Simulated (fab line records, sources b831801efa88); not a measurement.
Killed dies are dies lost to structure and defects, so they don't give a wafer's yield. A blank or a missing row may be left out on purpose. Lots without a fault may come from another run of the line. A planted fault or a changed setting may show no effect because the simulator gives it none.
Problem report in the 8D (eight disciplines) form, filled by code | flow sky130 | the parts of the form that need people (team, actions taken, sign-off) are left out

1. THE PROBLEM
killed_at_M0_to_M3 at SKY_PAD_OPEN_PROBE_99 reads a mean of 208 on 2 wafers of 2 lots; wafers without a fault read 44 with a standard deviation of 7.2. That is +23 standard deviations from the usual mean.
First seen on wafer L111.2, day 48 09:47, on prober-02. The record holds 18 wafers of 6 lots with a number at this step. Rule for "out", or "out of limits": more than 4 standard deviations from the usual mean. The other wafers with a number count as sound.

2. WHAT IT IS AND WHAT IT IS NOT
question                    | is                                                                                                                                                              | is not
which readings at this step | killed_at_M0_to_M3, defect_limited_yield, killed_dies, killed_on_rim, sort_bin_3_pad_short, sort_bin_5_function, sort_bin_6_memory, sort_n_pass, sort_yield_pct | killed_at_M4_up, killed_at_contacts, killed_at_front_end, killed_at_other, killed_short
which lots                  | L111, L115                                                                                                                                                      | L112, L113, L114, L123
which wafers of those lots  | L111.2, L115.4                                                                                                                                                  | L111.4, L111.6, L115.5, L115.6
read on which tools         | prober-02                                                                                                                                                       | prober-01
when                        | from day 48 09:47                                                                                                                                               | up to then (0 sound wafers); but 16 sound wafers of L111, L112, L113, L114, L115, L123 came after

3. SUSPECTS, AND WHAT RULES EACH OUT
Counting: a tool at a process step up to the reading stays a suspect if it ran every lot that is out. Sound lots after the first of them don't rule it out here, since some wafers of a struck lot are sound.
- cmp-02 at SKY_VIA1_CMP_02 (polishes SiO2): kept. It ran every lot that is out, first L111 (day 36 15:46).
- prober-02 at SKY_PAD_OPEN_PROBE_99: kept. It ran every lot that is out, first L111 (day 48 09:47). Its own readings are out on those wafers: defect_limited_yield, killed_at_M0_to_M3, killed_dies, killed_on_rim, sort_bin_3_pad_short, sort_bin_5_function, sort_bin_6_memory, sort_n_pass, sort_yield_pct.
- Within cmp-02 at SKY_VIA1_CMP_02: the wafers that are out ran in chamber 1; their sound lot-mates ran in chambers 0, 2, 3.
Left after counting: cmp-02 at SKY_VIA1_CMP_02, prober-02 at SKY_PAD_OPEN_PROBE_99.

4. THE CAUSE (what the simulator had put in)
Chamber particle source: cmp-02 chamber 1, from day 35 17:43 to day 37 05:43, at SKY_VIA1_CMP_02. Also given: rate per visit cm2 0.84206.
Counting left 2 suspects, and this tool is among them.

5. THE CHAIN OF EFFECTS, in route order
Each row: a reading whose mean over the struck wafers that have a number lies more than 3 standard deviations from the usual. Only readings for which the record gives a usual standard deviation are gone through. hours: the time from each lot's start at the first step in this table that gives one to its start at this step, as a median over the lots. sigmas: the change in usual standard deviations.
hours | step                  | reading              | usual  | on struck wafers | change | sigmas
0     | SKY_PAD_OPEN_PROBE_99 | defect_limited_yield | 82.3 % | 50.9             | -31.4  | -17
0     | SKY_PAD_OPEN_PROBE_99 | killed_at_M0_to_M3   | 44     | 208              | +164   | +23
0     | SKY_PAD_OPEN_PROBE_99 | killed_dies          | 87     | 242              | +154   | +17
0     | SKY_PAD_OPEN_PROBE_99 | killed_on_rim        | 17     | 48               | +31    | +7.6
0     | SKY_PAD_OPEN_PROBE_99 | sort_bin_3_pad_short | 0.9 %  | 3.8              | +2.9   | +6.3
0     | SKY_PAD_OPEN_PROBE_99 | sort_bin_5_function  | 10.5 % | 30.1             | +19.6  | +12
0     | SKY_PAD_OPEN_PROBE_99 | sort_bin_6_memory    | 6.3 %  | 15.2             | +8.9   | +8.1
0     | SKY_PAD_OPEN_PROBE_99 | sort_n_pass          | 405    | 250              | -154   | -17
0     | SKY_PAD_OPEN_PROBE_99 | sort_yield_pct       | 82.3 % | 50.9             | -31.4  | -17
The process steps in it:
- SKY_PAD_OPEN_PROBE_99

6. WHAT WOULD HAVE CAUGHT IT SOONER
In this record the first reading out of limits was taken at day 48 09:47, 304 hours after the fault began at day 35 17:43.
Of the tool readings at SKY_VIA1_CMP_02 for which the record gives a usual standard deviation, none was out on any struck wafer, so an alarm limit of 4 standard deviations on them would not have fired.
All the lots that are out (2) had begun SKY_VIA1_CMP_02 on cmp-02 by day 48 09:47. A hold on the tool at that time would have spared none of them.
